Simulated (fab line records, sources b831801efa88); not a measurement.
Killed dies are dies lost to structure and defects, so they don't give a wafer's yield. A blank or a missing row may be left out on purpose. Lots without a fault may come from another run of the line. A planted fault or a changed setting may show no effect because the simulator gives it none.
Which tool did it? | flow sky130 | 14 lots, 42 wafers sampled, at 3 steps of a route of 708

WHAT THE GAUGES READ, wafer by wafer
SKY_VIA1_OVL_MEAS_13.
lot  | measured     | on         | VIA1_OVL (nm)
L743 | day 34 06:40 | overlay-01 | -2 2 4
L744 | day 34 09:24 | overlay-01 | 5 4 -4
L746 | day 35 02:16 | overlay-02 | -6 0 4
L747 | day 35 08:41 | overlay-02 | -1 -3 2
L749 | day 36 09:34 | overlay-01 | -2 4 9
L751 | day 36 12:28 | overlay-01 | 4 4 7
L754 | day 37 10:40 | overlay-02 | - - -
L753 | day 37 12:08 | overlay-01 | - - -
L761 | day 39 15:45 | overlay-01 | 9 11 3
L762 | day 40 09:00 | overlay-01 | -2 7 8
L763 | day 40 09:38 | overlay-01 | 6 12 6
L764 | day 40 12:22 | overlay-01 | 11 3 5
L765 | day 40 16:19 | overlay-02 | 4 1 5
L766 | day 41 10:06 | overlay-02 | 5 12 -2

WHICH TOOL RAN EACH LOT (tool, then ch and the chambers of the sampled wafers, then the start)
lot  | SKY_CONTACT_CMP_27            | SKY_VIA1_DEVELOP_11
L743 | cmp-02 ch 0,1,2, day 31 22:52 | litho_track-02 ch 0, day 34 06:00
L744 | cmp-01 ch 0,1,2, day 32 01:12 | litho_track-02 ch 0, day 34 09:00
L746 | cmp-02 ch 0,1,3, day 32 18:56 | litho_track-02 ch 0, day 35 02:00
L747 | cmp-02 ch 1,2,3, day 33 01:20 | litho_track-04 ch 0, day 35 08:00
L749 | cmp-02 ch 0,1, day 34 04:01   | litho_track-01 ch 0, day 36 09:00
L751 | cmp-01 ch 2,3, day 34 05:30   | litho_track-02 ch 0, day 36 12:00
L754 | cmp-01 ch 0,1,3, day 35 03:42 | litho_track-02, day 37 10:00
L753 | cmp-01 ch 1,3, day 35 04:58   | litho_track-04, day 37 11:00
L761 | cmp-01 ch 1,3, day 37 10:37   | litho_track-02 ch 0, day 39 15:00
L762 | cmp-02 ch 2,3, day 38 04:35   | litho_track-01 ch 0, day 40 08:00
L763 | cmp-02 ch 0,2,3, day 38 04:57 | litho_track-04 ch 0, day 40 09:00
L764 | cmp-02 ch 0,1,2, day 38 08:17 | litho_track-02 ch 0, day 40 12:00
L765 | cmp-01 ch 0,3, day 38 12:19   | litho_track-02 ch 0, day 40 16:00
L766 | cmp-01 ch 1,2,3, day 39 06:47 | litho_track-01 ch 0, day 41 09:00
- SKY_CONTACT_CMP_27: polishes, stops on SiO2, t overpolish 15 s, target thk 0 nm.
- SKY_VIA1_DEVELOP_11: develop time 60 s.

WHAT THE TOOLS THEMSELVES READ (means of the sampled wafers that have a number; where no wafer has one, the mark that the record gives instead)
SKY_CONTACT_CMP_27.
lot  | tool   | head_pressure_psi (psi) | motor_current_A (A) | overpolish_run_s (s) | slurry_filter_dp_kPa (kPa) | time_to_endpoint_s (s)
L743 | cmp-02 | 3.505                   | 11.3                | 15.002               | 13.50                      | 76.0
L744 | cmp-01 | 3.496                   | 12.3                | 15.000               | 13.54                      | 79.1
L746 | cmp-02 | 3.498                   | 11.4                | 14.998               | 13.51                      | 80.5
L747 | cmp-02 | 3.508                   | 11.0                | 14.989               | 13.44                      | 80.3
L749 | cmp-02 | 3.498                   | 11.7                | 14.999               | 13.53                      | 79.2
L751 | cmp-01 | 3.504                   | 10.5                | 15.003               | 13.61                      | 81.2
L754 | cmp-01 | 3.498                   | 12.1                | 14.994               | 13.43                      | 81.5
L753 | cmp-01 | 3.496                   | 11.1                | 14.996               | 13.39                      | 80.1
L761 | cmp-01 | 3.500                   | 10.7                | 14.998               | 13.50                      | 78.7
L762 | cmp-02 | 3.502                   | 11.3                | 15.004               | 13.47                      | 76.3
L763 | cmp-02 | 3.499                   | 11.9                | 14.994               | 13.48                      | 77.1
L764 | cmp-02 | 3.499                   | 11.6                | 15.006               | 13.57                      | 79.4
L765 | cmp-01 | 3.505                   | 11.4                | 14.994               | 13.45                      | 76.0
L766 | cmp-01 | 3.508                   | 10.9                | 14.999               | 13.54                      | 82.6

SKY_VIA1_DEVELOP_11.
lot  | tool           | chill_plate_temp_C (C)
L743 | litho_track-02 | 22.92
L744 | litho_track-02 | 23.00
L746 | litho_track-02 | 22.99
L747 | litho_track-04 | 22.98
L749 | litho_track-01 | 22.96
L751 | litho_track-02 | 23.03
L754 | litho_track-02 | -
L753 | litho_track-04 | -
L761 | litho_track-02 | 22.98
L762 | litho_track-01 | 23.07
L763 | litho_track-04 | 23.01
L764 | litho_track-02 | 23.04
L765 | litho_track-02 | 23.11
L766 | litho_track-01 | 23.06

THE ANSWER, worked out from the rows above alone
Rule: what is usual is taken from the lots themselves. Put in order of their means at a reading, lots are off if they are a third of the lots or fewer, leave a main group of 4 or more, and stand apart from it by a gap of 3 or more times the standard deviation of the main group's means; of several such gaps the widest counts. A main group whose means are all the same, to the digits that the tables above print for the reading, isn't used. A lot without any number at a reading at which 4 lots or more have one is off too. The other lots that the step has rows for count as sound. The gauges are gone through in route order, then the tools' own readings, and for those a lot's mean is taken as printed above. The first step at which some lot is off is used, and at that step the reading that is off furthest; a lot without a number counts as furthest.
Off: L754, L753, at SKY_VIA1_OVL_MEAS_13 (VIA1_OVL). Without a number there: L754, L753. The main group: mean 4 nm, standard deviation 2.8.
A tool fits if, at a process step before that reading, it ran every lot that is off, and no sound lot after the first of them. The gauges at SKY_VIA1_OVL_MEAS_13 aren't tried: what is off there is off at SKY_VIA1_DEVELOP_11 too, on other tools, and a gauge's error can't cause that. None of those tried fits.

WHAT THE SIMULATOR HAD PUT IN
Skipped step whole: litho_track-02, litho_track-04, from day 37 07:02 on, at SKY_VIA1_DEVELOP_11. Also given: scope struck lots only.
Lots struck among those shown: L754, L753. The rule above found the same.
